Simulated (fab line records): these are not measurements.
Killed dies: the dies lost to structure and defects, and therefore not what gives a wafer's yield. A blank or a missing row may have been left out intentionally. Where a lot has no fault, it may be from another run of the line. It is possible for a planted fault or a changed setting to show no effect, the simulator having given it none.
Matching of chambers	flow gf180mcu	4 sister chambers for GF_V5_CMP_04 on cmp-01
The step polishes SiO2. 14 wafers are shown with their chamber, then 7 later ones without.

WAFERS, EACH WITH ITS CHAMBER
wafer	chamber	motorCurrentA (A)	headPressurePsi (psi)	edgeZonePressureFrac
L866.1	0	10.4	3.997	1.000
L866.2	2	11.0	3.998	0.991
L866.6	0	10.3	3.991	0.996
L869.2	2	11.4	4.013	0.994
L869.3	1	12.9	4.000	0.999
L869.5	0	9.9	4.010	0.996
L879.1	2	11.3	4.005	1.009
L879.3	1	12.7	3.982	0.992
L879.5	2	11.6	4.006	0.995
L881.2	0	9.7	3.993	1.003
L881.3	3	13.1	4.007	0.996
L881.6	3	12.5	3.995	1.000
L882.3	2	12.3	4.012	0.995
L882.5	1	13.2	4.009	1.002

SIGNATURES (averages over the wafers above)
reading	chamber 0	chamber 1	chamber 2	chamber 3	scatter within a chamber
motorCurrentA	10.075	12.933	11.520	12.800	0.398
headPressurePsi	3.99775	3.99700	4.00680	4.00100	0.00903
edgeZonePressureFrac	0.99875	0.99767	0.99680	0.99800	0.00541
Rule: for a wafer and a chamber, the distance is found by dividing, reading by reading, the gap between the wafer's reading and the chamber's mean by the reading's scatter, squaring, summing and taking the root. If the next closest chamber is less than 2 further off than the closest, the wafer can't be placed; otherwise it belongs to the closest. How the scatter is found: for the shown wafers, subtract from each reading the mean of its chamber, square and add these, divide the total by (wafers less chambers), then take the root.

WAFERS WHOSE CHAMBER IS MISSING
wafer	motorCurrentA (A)	headPressurePsi (psi)	edgeZonePressureFrac
L882.6	11.6	3.995	0.999
L885.1	11.9	3.998	1.002
L885.3	13.2	3.996	1.008
L885.5	12.6	4.004	0.994
L886.2	13.0	3.982	0.999
L886.4	11.5	3.997	1.001
L886.5	14.1	3.989	1.004

THE CHAMBER EACH PASSED THROUGH
wafer	from the rows above	in truth
L882.6	can't be placed: 2 or 3 or 1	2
L885.1	can't be placed: 2 or 3 or 1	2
L885.3	can't be placed: 1 or 3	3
L885.5	can't be placed: 3 or 1 or 2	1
L886.2	can't be placed: 1 or 3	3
L886.4	2	2
L886.5	can't be placed: 1 or 3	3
Correct placement for 1 of the 7. Not placeable from these rows: 6 (in 6, the candidates include the true chamber). Wrongly placed: 0.
